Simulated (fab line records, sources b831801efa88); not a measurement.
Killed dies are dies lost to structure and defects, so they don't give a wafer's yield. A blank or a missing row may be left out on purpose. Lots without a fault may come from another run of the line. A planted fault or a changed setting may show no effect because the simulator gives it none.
fab line records | flow gf180mcu
record lots=5 wafers=15 last_day=34
route steps=602 shown V1@354 M2@362 V2@382
lots that met no fault: from a run of the same line without faults
start_h: hours from the record's first day to the start of the lot's first wafer shown | wait_h: hours since the lot's step before | " the same as in the row above | L1.1+2: a row that stands for several wafers | - no value, or no start given | * or withheld: withheld | < > ~ a bound
route shown NAME@n: a module of which the file shows steps, and the number in the route of the first | usual: mean/standard deviation of fault-free wafers | same: alike in all rows | chamber/n: place in a boat | sites: the reading at each site | _std_site: their standard deviation | _edge_site: outer sites' mean less inner sites' | radius_mm: how far each site lies from the wafer's centre | mask NAME#n: copy n | behind: the tool/chamber that last shaped the wafer | hold: why the lot was held/for how many hours/how that ended | device: the transistor (n, p or np) that didn't switch | end of line: the same wafers' tests at the end of the route | a step without rows: its recipe alone | killed: dies lost to structure and defects at the first sort, not the wafer's yield | map: a wafer's dies, x killed, . not, _ none there
set.NAME: the setting as run; set.NAME@STEP: as run at that earlier step | model.NAME: the simulator's own value behind a step, which no gauge read
lots at some steps of the route; a table a step, a row a wafer
services: from which hour (start_h, from the record's first day; less than 0 if before it) a tool's chamber was out of use, for how many hours, and why
## steps
# step GF_V1_STRIP_19
# recipe chemistry=post_etch_residue_remover time_s=1200 temp_c=72.5
# columns lot.wafer tool chamber start_h wait_h
L075.1+4+6 wet_bench-02 2 414.52 0.1
L083.1+2+3 wet_bench-02 2 489.73 0.1
L090.2+4+5 wet_bench-02 0 544.53 0.1
L093.1+5+6 wet_bench-04 0 573.24 0.1
L097.2+3+4 wet_bench-02 3 599.47 0.1
# step GF_V1_CLEAN_20
# recipe chemistry=DIW dry=n2_spin
# columns lot.wafer tool chamber start_h wait_h
L075.1+4+6 wet_bench-04 0 414.89 0.0
L083.1+2+3 wet_bench-03 2 490.07 0.0
L090.2+4+5 wet_bench-03 3 544.91 0.0
L093.1+5+6 wet_bench-03 3 573.58 0.0
L097.2+3+4 wet_bench-04 0 599.81 0.0
# step GF_V1_SPUTTER_21
# recipe material=Ti target_thk_nm=15 chamber_pressure_pa=5 power_w=2500 substrate_temp_c=200 time_s=80.02
# usual throttle_valve_pct=30.1/0.97
# columns lot.wafer tool chamber start_h wait_h throttle_valve_pct
L075.1 pvd_sputter-02 - 414.98 0.0 29.0
L075.4 " - " " 30.0
L075.6 " - " " 29.6
L083.1 pvd_sputter-03 - 490.17 0.0 29.6
L083.2 " - " " 28.9
L083.3 " - " " 30.7
L090.2 pvd_sputter-02 - 545.01 0.0 31.3
L090.4 " - " " 31.7
L090.5 " - " " 31.5
L093.1 pvd_sputter-04 - 573.69 0.0 29.8
L093.5 " - " " 30.9
L093.6 " - " " 30.0
L097.2 pvd_sputter-04 - 599.90 0.0 29.6
L097.3 " - " " 29.7
L097.4 " - " " 29.8
# step GF_V1_SPUTTER_22
# recipe material=TiN target_thk_nm=10 chamber_pressure_pa=5 power_w=4000 time_s=40
# usual throttle_valve_pct=30.0/0.96
# columns lot.wafer tool chamber start_h wait_h throttle_valve_pct
L075.1 pvd_sputter-02 - 415.05 0.0 29.8
L075.4 " - " " 29.8
L075.6 " - " " 29.5
L083.1 pvd_sputter-03 - 490.23 0.0 29.4
L083.2 " - " " 29.0
L083.3 " - " " 30.4
L090.2 pvd_sputter-02 - 545.08 0.0 31.7
L090.4 " - " " 31.6
L090.5 " - " " 31.3
L093.1 pvd_sputter-04 - 573.75 0.0 29.9
L093.5 " - " " 30.8
L093.6 " - " " 29.9
L097.2 pvd_sputter-04 - 600.02 0.1 29.7
L097.3 " - " " 29.4
L097.4 " - " " 29.8
# step GF_V1_CVD_23
# recipe material=W target_thk_nm=350 time_s=105.05 temp_c=400 pressure_torr=40
# usual heater_power_w=861/63
# columns lot.wafer tool chamber start_h wait_h heater_power_w since_wet_clean_h
L075.1 cvd_w-02 1 415.08 0.0 865 11
L075.4 " 1 " " 855 -
L075.6 " 1 " " 854 -
L083.1 cvd_w-01 0 490.27 0.0 779 586
L083.2 " 1 " " 840 586
L083.3 " 0 " " 785 -
L090.2 cvd_w-01 0 545.11 0.0 747 641
L090.4 " 0 " " 770 -
L090.5 " 0 " " 784 -
L093.1 cvd_w-02 0 573.79 0.0 917 170
L093.5 " 0 " " 954 -
L093.6 " 1 " " 868 -
L097.2 cvd_w-02 0 600.10 0.0 928 196
L097.3 " 1 " " 875 -
L097.4 " 0 " " 957 -
# step GF_V1_RS_MEAS_24
# recipe thk_meas_gauge=four-point-probe reads=W_of_V1_CVD_23+TiN_of_V1_SPUTTER_22+Ti_of_V1_SPUTTER_21
# usual V1_W_RS=0.3285/0.003
# columns lot.wafer tool chamber start_h wait_h V1_W_RS[ohm/sq]
L075.1 film_metro-01 - 415.20 0.1 0.3269
L075.4 " - " " 0.3300
L075.6 " - " " 0.3282
L083.1 film_metro-02 - 490.38 0.1 0.3275
L083.2 " - " " 0.3294
L083.3 " - " " 0.3287
L090.2 film_metro-02 - 545.25 0.1 0.3284
L090.4 " - " " 0.3286
L090.5 " - " " 0.3300
L093.1 film_metro-04 - 573.90 0.1 0.3342
L093.5 " - " " 0.3282
L093.6 " - " " 0.3325
L097.2 film_metro-04 - 600.23 0.1 0.3305
L097.3 " - " " 0.3338
L097.4 " - " " 0.3328
# step GF_V1_THK_MEAS_25
# recipe thk_meas_gauge=xrf reads=W_of_V1_CVD_23
# usual V1_W_THK=343/4.3
# columns lot.wafer tool chamber start_h wait_h V1_W_THK[nm]
L075.1 film_metro-01 - 415.32 0.1 343
L075.4 " - " " 340
L075.6 " - " " 343
L083.1 film_metro-02 - 490.50 0.1 351
L083.2 " - " " 348
L083.3 " - " " 349
L090.2 film_metro-02 - 545.36 0.1 349
L090.4 " - " " 348
L090.5 " - " " 349
L093.1 film_metro-04 - 574.02 0.1 338
L093.5 " - " " 344
L093.6 " - " " 337
L097.2 film_metro-04 - 600.34 0.1 338
L097.3 " - " " 337
L097.4 " - " " 337
# step GF_V1_CMP_26
# recipe stop_on=SiO2 down_force_psi=3.5 platen_rpm=60 t_overpolish_s=15 target_thk_nm=0 pad_velocity_m_s=0.94248
# usual motor_current_A=11.0/1.2 overpolish_run_s=15.000/0.0083 retaining_ring_pressure_frac=1.001/0.0044 time_to_endpoint_s=83/4.4
# columns lot.wafer tool chamber start_h wait_h motor_current_A overpolish_run_s retaining_ring_pressure_frac time_to_endpoint_s
L075.4 cmp-02 2 415.38 0.0 10.9 15.000 1.009 80
L075.1 " 0 " " 11.1 14.984 0.999 79
L075.6 " 3 " " 12.5 14.990 0.998 79
L083.3 cmp-02 0 492.90 2.4 11.4 15.008 1.007 75
L083.2 " 1 " " 9.7 15.006 1.016 78
L083.1 " 2 " " 11.1 15.003 1.010 77
L090.2 cmp-01 2 545.41 0.0 9.5 14.999 0.999 87
L090.4 " 1 " " 12.9 14.995 0.997 87
L090.5 " 3 " " 11.2 15.010 1.002 89
L093.1 cmp-02 0 574.43 0.4 11.4 14.989 1.002 77
L093.5 " 3 " " 12.1 15.012 0.992 83
L093.6 " 0 " " 11.8 15.005 1.000 79
L097.3 cmp-02 1 600.39 0.0 9.2 15.000 1.004 86
L097.4 " 2 " " 10.7 14.980 0.999 86
L097.2 " 3 " " 12.9 14.994 0.998 88
# step GF_M2_SPUTTER_00
# recipe material=Ti target_thk_nm=37.5 arriving_ion_energy_ev=80 substrate_temp_c=200 chamber_pressure_pa=2 power_w=4000 time_s=150
# usual throttle_valve_pct=29.7/0.92
# columns lot.wafer tool chamber start_h wait_h throttle_valve_pct
L075.1 pvd_sputter-01 - 415.68 0.1 28.8
L075.4 " - " " 28.9
L075.6 " - " " 31.0
L083.1 pvd_sputter-01 - 493.15 0.1 29.0
L083.2 " - " " 29.0
L083.3 " - " " 29.1
L090.2 pvd_sputter-03 - 545.71 0.2 30.6
L090.4 " - " " 29.1
L090.5 " - " " 28.8
L093.1 pvd_sputter-01 - 574.68 0.2 29.2
L093.5 " - " " 31.1
L093.6 " - " " 28.8
L097.2 pvd_sputter-01 - 600.69 0.1 30.6
L097.3 " - " " 29.1
L097.4 " - " " 29.1
# step GF_M2_SPUTTER_01
# recipe material=TiN target_thk_nm=30 power_w=6500 time_s=25 chamber_pressure_pa=0.4
# usual throttle_valve_pct=29.7/0.93
# columns lot.wafer tool chamber start_h wait_h throttle_valve_pct
L075.1 pvd_sputter-01 - 415.78 0.1 28.9
L075.4 " - " " 28.9
L075.6 " - " " 31.0
L083.1 pvd_sputter-01 - 493.25 0.1 28.9
L083.2 " - " " 29.1
L083.3 " - " " 29.1
L090.2 pvd_sputter-03 - 545.81 0.1 30.7
L090.4 " - " " 29.0
L090.5 " - " " 28.8
L093.1 pvd_sputter-01 - 574.78 0.1 29.2
L093.5 " - " " 31.2
L093.6 " - " " 28.8
L097.2 pvd_sputter-01 - 600.79 0.1 30.8
L097.3 " - " " 28.9
L097.4 " - " " 29.1
# step GF_M2_SPUTTER_02
# recipe material=AlCu target_thk_nm=450 power_w=10600 time_s=23.9 chamber_pressure_pa=0.4
# usual throttle_valve_pct=29.7/0.93
# columns lot.wafer tool chamber start_h wait_h throttle_valve_pct
L075.1 pvd_sputter-01 - 415.81 0.0 29.0
L075.4 " - " " 28.7
L075.6 " - " " 31.1
L083.1 pvd_sputter-01 - 493.28 0.0 28.9
L083.2 " - " " 28.9
L083.3 " - " " 29.0
L090.2 pvd_sputter-03 - 545.84 0.0 30.5
L090.4 " - " " 28.8
L090.5 " - " " 28.6
L093.1 pvd_sputter-01 - 574.81 0.0 29.1
L093.5 " - " " 31.1
L093.6 " - " " 28.6
L097.2 pvd_sputter-01 - 600.82 0.0 31.1
L097.3 " - " " 28.8
L097.4 " - " " 28.9
# step GF_M2_SPUTTER_03
# recipe material=Ti target_thk_nm=10 substrate_temp_c=300 chamber_pressure_pa=0.3 power_w=3000 time_s=6.7
# usual throttle_valve_pct=29.7/0.93
# columns lot.wafer tool chamber start_h wait_h throttle_valve_pct
L075.1 pvd_sputter-01 - 415.84 0.0 28.8
L075.4 " - " " 28.7
L075.6 " - " " 30.7
L083.1 pvd_sputter-01 - 493.31 0.0 28.8
L083.2 " - " " 28.5
L083.3 " - " " 28.9
L090.2 pvd_sputter-03 - 545.87 0.0 31.0
L090.4 " - " " 29.1
L090.5 " - " " 28.9
L093.1 pvd_sputter-01 - 574.84 0.0 29.0
L093.5 " - " " 30.9
L093.6 " - " " 28.8
L097.2 pvd_sputter-01 - 600.85 0.0 31.0
L097.3 " - " " 29.1
L097.4 " - " " 29.1
# step GF_M2_SPUTTER_04
# recipe material=TiN target_thk_nm=50 power_w=6500 time_s=41.7 chamber_pressure_pa=0.4
# usual throttle_valve_pct=29.7/0.93
# columns lot.wafer tool chamber start_h wait_h throttle_valve_pct
L075.1 pvd_sputter-01 - 415.86 0.0 28.9
L075.4 " - " " 28.8
L075.6 " - " " 30.9
L083.1 pvd_sputter-01 - 493.33 0.0 28.7
L083.2 " - " " 28.8
L083.3 " - " " 29.2
L090.2 pvd_sputter-03 - 545.89 0.0 30.8
L090.4 " - " " 29.0
L090.5 " - " " 29.0
L093.1 pvd_sputter-01 - 574.86 0.0 29.0
L093.5 " - " " 30.9
L093.6 " - " " 28.6
L097.2 pvd_sputter-01 - 600.87 0.0 30.9
L097.3 " - " " 29.0
L097.4 " - " " 29.1
# step GF_M2_RS_MEAS_05
# recipe thk_meas_gauge=four-point-probe reads=TiN_of_M2_SPUTTER_04+Ti_of_M2_SPUTTER_03+AlCu_of_M2_SPUTTER_02+TiN_of_M2_SPUTTER_01+Ti_of_M2_SPUTTER_00
# usual M2_ALCU_RS=0.0696/0.00083
# columns lot.wafer tool chamber start_h wait_h M2_ALCU_RS[ohm/sq]
L075.1 film_metro-04 - 415.90 0.0 0.0709
L075.4 " - " " 0.0698
L075.6 " - " " 0.0701
L083.1 film_metro-04 - 493.37 0.0 0.0693
L083.2 " - " " 0.0686
L083.3 " - " " 0.0686
L090.2 film_metro-04 - 545.95 0.0 0.0689
L090.4 " - " " 0.0686
L090.5 " - " " 0.0691
L093.1 film_metro-01 - 574.90 0.0 0.0693
L093.5 " - " " 0.0700
L093.6 " - " " 0.0695
L097.2 film_metro-03 - 600.93 0.0 0.0706
L097.3 " - " " 0.0689
L097.4 " - " " 0.0688
# step GF_M2_THK_MEAS_06
# recipe thk_meas_gauge=xrf reads=AlCu_of_M2_SPUTTER_02
# usual M2_ALCU_THK=457/6.9
# columns lot.wafer tool chamber start_h wait_h M2_ALCU_THK[nm]
L075.1 film_metro-04 - 416.02 0.1 446
L075.4 " - " " 455
L075.6 " - " " 454
L083.1 film_metro-04 - 493.49 0.1 462
L083.2 " - " " 467
L083.3 " - " " 466
L090.2 film_metro-04 - 546.06 0.1 464
L090.4 " - " " 466
L090.5 " - " " 462
L093.1 film_metro-01 - 575.02 0.1 471
L093.5 " - " " 466
L093.6 " - " " 470
L097.2 film_metro-03 - 601.04 0.1 442
L097.3 " - " " 452
L097.4 " - " " 453
# step GF_M2_DEHYDRATE_07
# recipe temp_c=200 time_s=60
# usual resist_line_temp_C=22.99/0.12
# columns lot.wafer tool chamber start_h wait_h resist_line_temp_C
L075.1 litho_track-02 0 427.14 11.1 23.01
L075.4 " 0 " " 22.87
L075.6 " 0 " " 23.08
L083.1 litho_track-04 0 504.05 10.5 22.77
L083.2 " 0 " " 22.86
L083.3 " 0 " " 22.74
L090.2 litho_track-02 0 556.26 10.2 22.74
L090.4 " 0 " " 23.04
L090.5 " 0 " " 22.85
L093.1 litho_track-01 0 584.28 9.3 22.89
L093.5 " 0 " " 22.75
L093.6 " 0 " " 22.85
L097.2 litho_track-02 0 610.91 9.9 23.09
L097.3 " 0 " " 22.86
L097.4 " 0 " " 22.92
# step GF_M2_HMDS_08
# recipe prime_time_s=60 prime_temp_c=120
# usual resist_line_temp_C=22.97/0.11
# columns lot.wafer tool chamber start_h wait_h resist_line_temp_C
L075.1 litho_track-02 0 427.29 0.1 22.79
L075.4 " 0 " " 22.94
L075.6 " 0 " " 23.06
L083.1 litho_track-04 0 504.20 0.1 23.04
L083.2 " 0 " " 22.94
L083.3 " 0 " " 23.07
L090.2 litho_track-02 0 556.41 0.1 23.01
L090.4 " 0 " " 22.90
L090.5 " 0 " " 22.88
L093.1 litho_track-01 0 584.43 0.1 22.92
L093.5 " 0 " " 23.02
L093.6 " 0 " " 23.02
L097.2 litho_track-02 0 611.06 0.1 22.98
L097.3 " 0 " " 22.98
L097.4 " 0 " " 23.09
# step GF_M2_COAT_09
# recipe resist=KrF spin_rpm=withheld resist_thk_nm=1000
# usual resist_line_temp_C=22.98/0.097
# columns lot.wafer tool chamber start_h wait_h resist_line_temp_C
L075.1 litho_track-02 0 427.44 0.1 22.99
L075.4 " 0 " " 22.95
L075.6 " 0 " " 22.88
L083.1 litho_track-04 0 504.35 0.1 22.89
L083.2 " 0 " " 23.17
L083.3 " 0 " " 23.10
L090.2 litho_track-02 0 556.56 0.1 23.13
L090.4 " 0 " " 23.06
L090.5 " 0 " " 23.02
L093.1 litho_track-01 0 584.58 0.1 23.12
L093.5 " 0 " " 23.04
L093.6 " 0 " " 23.15
L097.2 litho_track-02 0 611.21 0.1 22.97
L097.3 " 0 " " 23.07
L097.4 " 0 " " 22.72
# step GF_M2_SOFTBAKE_10
# recipe temp_c=130 time_s=60 resist=KrF
# usual resist_line_temp_C=23.01/0.11
# columns lot.wafer tool chamber start_h wait_h resist_line_temp_C
L075.1 litho_track-02 0 427.59 0.1 23.14
L075.4 " 0 " " 23.13
L075.6 " 0 " " 23.15
L083.1 litho_track-04 0 504.50 0.1 22.98
L083.2 " 0 " " 22.99
L083.3 " 0 " " 22.98
L090.2 litho_track-02 0 556.71 0.1 22.98
L090.4 " 0 " " 23.07
L090.5 " 0 " " 23.02
L093.1 litho_track-01 0 584.73 0.1 22.86
L093.5 " 0 " " 22.89
L093.6 " 0 " " 22.98
L097.2 litho_track-02 0 611.36 0.1 23.34
L097.3 " 0 " " 23.25
L097.4 " 0 " " 23.27
# step GF_M2_EXPOSE_11
# recipe mask_id=Metal2 target_cd_nm=280 na=0.68 source_shape=conventional sigma_outer=0.6 dose_mj=28
# columns lot.wafer tool chamber start_h wait_h mask
L075.1+4+6 krf_scanner-02 0 - - Metal2#0
L083.1+2+3 krf_scanner-01 0 - - Metal2#0
L090.2+4+5 krf_scanner-02 0 - - Metal2#0
L093.1+5+6 krf_scanner-02 0 - - Metal2#0
L097.2+3+4 krf_scanner-01 0 - - Metal2#0
# step GF_M2_PEB_12
# recipe peb_temp_c=135 peb_time_s=90 resist=KrF
# usual resist_line_temp_C=22.99/0.12
# columns lot.wafer tool chamber start_h wait_h resist_line_temp_C
L075.1 litho_track-02 0 - - 23.05
L075.4 " 0 " " 23.01
L075.6 " 0 " " 23.02
L083.1 litho_track-01 0 - - 23.14
L083.2 " 0 " " 22.85
L083.3 " 0 " " 22.93
L090.2 litho_track-01 0 - - 23.05
L090.4 " 0 " " 22.86
L090.5 " 0 " " 22.98
L093.1 litho_track-02 0 - - 23.14
L093.5 " 0 " " 22.95
L093.6 " 0 " " 22.86
L097.2 litho_track-01 0 - - 23.22
L097.3 " 0 " " 23.17
L097.4 " 0 " " 23.08
# step GF_M2_DEVELOP_13
# recipe develop_time_s=60 dev_temp_c=21
# usual resist_line_temp_C=22.98/0.1
# columns lot.wafer tool chamber start_h wait_h resist_line_temp_C
L075.1 litho_track-02 0 439.83 0.2 23.07
L075.4 " 0 " " 23.01
L075.6 " 0 " " 23.01
L083.1 litho_track-01 0 515.93 0.2 22.87
L083.2 " 0 " " 22.91
L083.3 " 0 " " 22.81
L090.2 litho_track-01 0 567.96 0.2 23.04
L090.4 " 0 " " 23.10
L090.5 " 0 " " 23.20
L093.1 litho_track-02 0 595.28 0.2 23.02
L093.5 " 0 " " 23.08
L093.6 " 0 " " 22.98
L097.2 litho_track-01 0 621.56 0.2 23.01
L097.3 " 0 " " 23.02
L097.4 " 0 " " 22.75
# step GF_M2_CD_MEAS_14
# recipe target_cd_nm=280
# usual cd_nm=279.8/1.2
# columns lot.wafer tool chamber start_h wait_h cd_nm
L075.1 cd_sem-02 - 439.98 0.1 279.0
L075.4 " - " " 279.2
L075.6 " - " " 280.1
L083.1 cd_sem-01 - 516.08 0.1 281.8
L083.2 " - " " 282.0
L083.3 " - " " 280.3
L090.2 cd_sem-02 - 568.10 0.1 280.7
L090.4 " - " " 279.6
L090.5 " - " " 279.6
L093.1 cd_sem-02 - 595.43 0.1 279.0
L093.5 " - " " 279.2
L093.6 " - " " 280.2
L097.2 cd_sem-01 - 621.70 0.1 280.7
L097.3 " - " " 278.4
L097.4 " - " " 279.8
# step GF_M2_OVL_MEAS_15
# usual M2_OVL=4/5
# columns lot.wafer tool chamber start_h wait_h M2_OVL[nm]
L075.1 overlay-02 - 440.10 0.1 7
L075.4 " - " " 10
L075.6 " - " " 10
L083.1 overlay-02 - 516.20 0.1 4
L083.2 " - " " -4
L083.3 " - " " -4
L090.2 overlay-02 - 568.21 0.1 8
L090.4 " - " " 4
L090.5 " - " " 7
L093.1 overlay-01 - 595.55 0.1 10
L093.5 " - " " 13
L093.6 " - " " 11
L097.2 overlay-02 - 621.81 0.1 6
L097.3 " - " " 6
L097.4 " - " " 14
# step GF_M2_METAL_ETCH_16
# recipe chemistry=Cl2/BCl3 mask_material=KrF target_depth_nm=750.8 stop_on=SiO2 pressure_mtorr=8 icp_w=800 bias_w=140 Cl2_flow_sccm=80 bcl3_flow_sccm=40 time_s=125.1
# usual bcl3_flow_sccm=39.98/0.12 drypump_motor_current_A=5.9/0.51 oes_product_au=0.987/0.0088 throttle_valve_pct=28.233/0.012
# columns lot.wafer tool chamber start_h wait_h bcl3_flow_sccm drypump_motor_current_A oes_product_au rf_hours_counter_h throttle_valve_pct
L075.1 rie_metal-02 1 440.14 0.0 39.87 4.9 0.998 1 28.222
L075.4 " 0 " " 39.83 5.8 0.981 - 28.232
L075.6 " 0 " " 39.90 5.8 0.986 - 28.249
L083.1 rie_metal-04 0 516.24 0.0 39.98 6.2 0.988 8 28.227
L083.2 " 1 " " 40.00 5.8 0.988 1 28.226
L083.3 " 1 " " 39.91 5.8 0.993 - 28.220
L090.2 rie_metal-04 1 568.24 0.0 40.14 5.8 0.986 2 28.227
L090.4 " 1 " " 40.12 5.8 0.987 - 28.241
L090.5 " 0 " " 40.14 6.3 0.972 - 28.250
L093.1 rie_metal-02 1 595.59 0.0 39.90 5.0 0.991 5 28.214
L093.5 " 1 " " 39.93 4.9 0.992 - 28.221
L093.6 " 0 " " 40.07 5.8 0.991 - 28.221
L097.2 rie_metal-01 1 621.84 0.0 39.77 5.9 0.988 7 28.236
L097.3 " 1 " " 39.75 6.0 0.991 - 28.221
L097.4 " 0 " " 39.98 6.6 0.987 - 28.226
# step GF_M2_STRIP_17
# recipe chemistry=O2/N2 power_w=1400 pressure_mtorr=1500 platen_temp_c=250 o2_flow_sccm=3000 n2_flow_sccm=300 overash_fraction=0.5
# usual drypump_motor_current_A=5.6/0.4 heater_power_w=357/25 oes_product_au=0.538/0.0054 strip_time_to_endpoint_s=7.40/0.074
# columns lot.wafer tool chamber start_h wait_h drypump_motor_current_A heater_power_w oes_product_au rf_hours_counter_h strip_time_to_endpoint_s
L075.1 plasma_asher-01 0 440.27 0.1 5.3 313 0.540 72 7.30
L075.4 " 1 " " 5.6 386 0.546 - 7.47
L075.6 " 0 " " 5.3 326 0.544 - 7.47
L083.1 plasma_asher-01 1 516.37 0.1 5.7 386 0.542 80 7.48
L083.2 " 0 " " 5.3 309 0.540 80 7.44
L083.3 " 1 " " 5.6 394 0.541 - 7.47
L090.2 plasma_asher-03 1 568.37 0.1 5.9 373 0.540 94 7.44
L090.4 " 0 " " 5.4 373 0.548 - 7.50
L090.5 " 1 " " 5.9 351 0.537 - 7.53
L093.1 plasma_asher-03 1 595.72 0.1 5.8 353 0.537 97 7.33
L093.5 " 1 " " 5.9 364 0.537 - 7.37
L093.6 " 0 " " 5.4 358 0.539 - 7.48
L097.2 plasma_asher-01 1 621.97 0.1 5.6 383 0.531 90 7.33
L097.3 " 1 " " 5.6 379 0.536 - 7.32
L097.4 " 0 " " 5.3 316 0.528 - 7.42
# step GF_M2_STRIP_18
# recipe chemistry=post_etch_residue_remover time_s=1200 temp_c=72.5
# columns lot.wafer tool chamber start_h wait_h
L075.1+4+6 wet_bench-01 3 440.37 0.1
L083.1+2+3 wet_bench-04 2 516.47 0.1
L090.2+4+5 wet_bench-01 3 568.47 0.1
L093.1+5+6 wet_bench-02 3 595.82 0.1
L097.2+3+4 wet_bench-01 1 622.07 0.1
# step GF_M2_CLEAN_19
# recipe chemistry=DIW dry=n2_spin
# columns lot.wafer tool chamber start_h wait_h
L075.1+4+6 wet_bench-04 2 440.71 0.0
L083.1+2+3 wet_bench-02 0 516.84 0.0
L090.2+4+5 wet_bench-02 1 568.81 0.0
L093.1+5+6 wet_bench-02 3 596.16 0.0
L097.2+3+4 wet_bench-02 1 622.44 0.0
# step GF_V2_CVD_00
# recipe material=SiO2 target_thk_nm=600 sigma_open_frac=0.3 temp_c=400 time_s=100 sih4_flow_sccm=60 pressure_mtorr=6
# columns lot.wafer tool chamber start_h wait_h
L075.1+4+6 hdpcvd-02 0,2,1 440.80 0.0
L083.1+2+3 hdpcvd-02 0,1,2 516.94 0.0
L090.2+4+5 hdpcvd-01 1,1,0 568.90 0.0
L093.1+5+6 hdpcvd-02 1,0,1 596.25 0.0
L097.2+3+4 hdpcvd-01 2,0,0 622.53 0.0
# step GF_V2_THK_MEAS_01
# recipe reads=SiO2_of_V2_CVD_00
# usual V2_CVD_00_THK=601/6.8
# columns lot.wafer tool chamber start_h wait_h V2_CVD_00_THK[nm]
L075.1 film_metro-02 - 440.88 0.0 601
L075.4 " - " " 590
L075.6 " - " " 590
L083.1 film_metro-03 - 517.01 0.0 601
L083.2 " - " " 598
L083.3 " - " " 601
L090.2 film_metro-02 - 569.02 0.1 611
L090.4 " - " " 607
L090.5 " - " " 595
L093.1 film_metro-01 - 596.32 0.0 618
L093.5 " - " " 616
L093.6 " - " " 612
L097.2 film_metro-03 - 622.61 0.0 601
L097.3 " - " " 595
L097.4 " - " " 596
# step GF_V2_CVD_02
# recipe material=SiO2 target_thk_nm=850 precursor=TEOS temp_c=400 time_s=94.851 rf_w=600
# usual heater_power_w=673/150
# columns lot.wafer tool chamber start_h wait_h heater_power_w since_wet_clean_h
L075.1 pecvd-01 2 440.94 0.1 659 475
L075.4 " 2 " " 540 -
L075.6 " 1 " " 861 -
L083.1 pecvd-04 0 517.07 0.1 793 342
L083.2 " 2 " " 641 342
L083.3 " 1 " " 453 342
L090.2 pecvd-01 1 569.07 0.0 904 603
L090.4 " 1 " " 936 -
L090.5 " 0 " " 524 -
L093.1 pecvd-01 1 596.38 0.1 880 630
L093.5 " 0 " " 534 -
L093.6 " 2 " " 610 -
L097.2 pecvd-04 0 622.66 0.0 772 448
L097.3 " 1 " " 491 448
L097.4 " 1 " " 521 -
# step GF_V2_THK_MEAS_03
# recipe reads=SiO2_of_V2_CVD_02
# usual V2_CVD_02_THK=851/12
# columns lot.wafer tool chamber start_h wait_h V2_CVD_02_THK[nm]
L075.1 film_metro-03 - 441.01 0.0 852
L075.4 " - " " 856
L075.6 " - " " 854
L083.1 film_metro-02 - 517.14 0.0 835
L083.2 " - " " 843
L083.3 " - " " 838
L090.2 film_metro-03 - 569.15 0.0 843
L090.4 " - " " 860
L090.5 " - " " 875
L093.1 film_metro-01 - 596.45 0.0 821
L093.5 " - " " 862
L093.6 " - " " 860
L097.2 film_metro-02 - 622.74 0.0 835
L097.3 " - " " 829
L097.4 " - " " 840
# step GF_V2_CMP_04
# recipe material=SiO2 down_force_psi=4 platen_rpm=60 pad_velocity_m_s=0.94248
# usual motor_current_A=12.0/1.4 retaining_ring_pressure_frac=1.000/0.005 time_to_endpoint_s=80/5.5
# columns lot.wafer tool chamber start_h wait_h motor_current_A retaining_ring_pressure_frac time_to_endpoint_s
L075.1 cmp-02 2 441.12 0.1 11.2 0.993 77
L075.4 " 3 " " 13.8 0.999 78
L075.6 " 1 " " 10.7 1.008 75
L083.1 cmp-02 2 517.20 0.1 11.7 0.999 73
L083.3 " 3 " " 13.6 0.999 71
L083.2 " 0 " " 12.6 0.999 72
L090.2 cmp-01 2 569.25 0.1 10.4 1.002 78
L090.4 " 3 " " 12.5 1.001 86
L090.5 " 2 " " 11.3 1.001 89
L093.1 cmp-01 3 596.56 0.1 11.6 1.005 70
L093.6 " 2 " " 10.4 0.999 85
L093.5 " 3 " " 11.8 1.004 82
L097.4 cmp-02 3 622.84 0.1 13.3 1.000 76
L097.3 " 0 " " 12.3 1.016 71
L097.2 " 1 " " 10.3 1.000 74
# step GF_V2_BOW_MEAS_05
# recipe mode=bow
# usual V2_BOW=99/7.1
# columns lot.wafer tool chamber start_h wait_h V2_BOW[um]
L075.1 film_metro-02 - 441.37 0.2 87
L075.4 " - " " 92
L075.6 " - " " 86
L083.1 film_metro-02 - 517.50 0.2 103
L083.2 " - " " 98
L083.3 " - " " 110
L090.2 film_metro-01 - 569.52 0.2 95
L090.4 " - " " 100
L090.5 " - " " 92
L093.1 film_metro-01 - 596.81 0.2 109
L093.5 " - " " 99
L093.6 " - " " 108
L097.2 film_metro-01 - 623.11 0.1 101
L097.3 " - " " 101
L097.4 " - " " 108
# step GF_V2_DEHYDRATE_06
# recipe temp_c=200 time_s=60
# usual resist_line_temp_C=23.00/0.11
# columns lot.wafer tool chamber start_h wait_h resist_line_temp_C
L075.1 litho_track-04 0 452.80 11.4 22.81
L075.4 " 0 " " 22.91
L075.6 " 0 " " 22.91
L083.1 litho_track-04 0 527.90 10.4 22.87
L083.2 " 0 " " 22.95
L083.3 " 0 " " 22.96
L090.2 litho_track-01 0 579.56 10.0 23.12
L090.4 " 0 " " 23.02
L090.5 " 0 " " 23.01
L093.1 litho_track-03 0 606.35 9.5 22.92
L093.5 " 0 " " 23.17
L093.6 " 0 " " 22.83
L097.2 litho_track-01 0 633.06 9.9 23.00
L097.3 " 0 " " 23.03
L097.4 " 0 " " 23.03
# step GF_V2_HMDS_07
# recipe prime_time_s=60 prime_temp_c=120
# usual resist_line_temp_C=23.01/0.1
# columns lot.wafer tool chamber start_h wait_h resist_line_temp_C
L075.1 litho_track-04 0 452.95 0.1 23.11
L075.4 " 0 " " 23.17
L075.6 " 0 " " 23.25
L083.1 litho_track-04 0 528.05 0.1 23.09
L083.2 " 0 " " 22.91
L083.3 " 0 " " 23.10
L090.2 litho_track-01 0 579.71 0.1 23.15
L090.4 " 0 " " 23.11
L090.5 " 0 " " 23.26
L093.1 litho_track-03 0 606.50 0.1 22.98
L093.5 " 0 " " 22.98
L093.6 " 0 " " 23.11
L097.2 litho_track-01 0 633.21 0.1 23.04
L097.3 " 0 " " 22.91
L097.4 " 0 " " 22.98
## services
# columns tool chamber start_h hours kind
krf_scanner-02 - 399.82 0.8 pm
pvd_sputter-02 - 402.21 1.3 repair
cmp-02 - 404.00 4.0 pm
krf_scanner-02 - 404.63 1.3 pm
pvd_sputter-03 - 421.23 1.8 repair
cmp-02 - 422.52 0.3 repair
cmp-01 - 428.30 1.1 repair
krf_scanner-02 - 432.27 36.0 pm
cmp-02 - 433.28 0.5 repair
wet_bench-01 - 437.32 1.4 repair
cvd_w-02 - 444.98 0.5 repair
wet_bench-03 - 452.08 1.9 pm
cmp-01 - 460.47 3.2 repair
krf_scanner-02 - 469.02 1.0 pm
pvd_sputter-01 - 471.88 3.3 repair
cmp-02 - 490.02 2.8 repair
cmp-02 - 494.27 1.0 repair
pvd_sputter-01 - 509.47 1.0 repair
cmp-02 - 514.33 1.4 repair
cmp-02 - 522.62 3.6 pm
pvd_sputter-02 - 562.09 8.7 repair
pvd_sputter-02 - 573.82 4.9 repair
wet_bench-02 - 574.87 4.0 repair
wet_bench-02 - 627.64 3.2 repair
## key
fault none
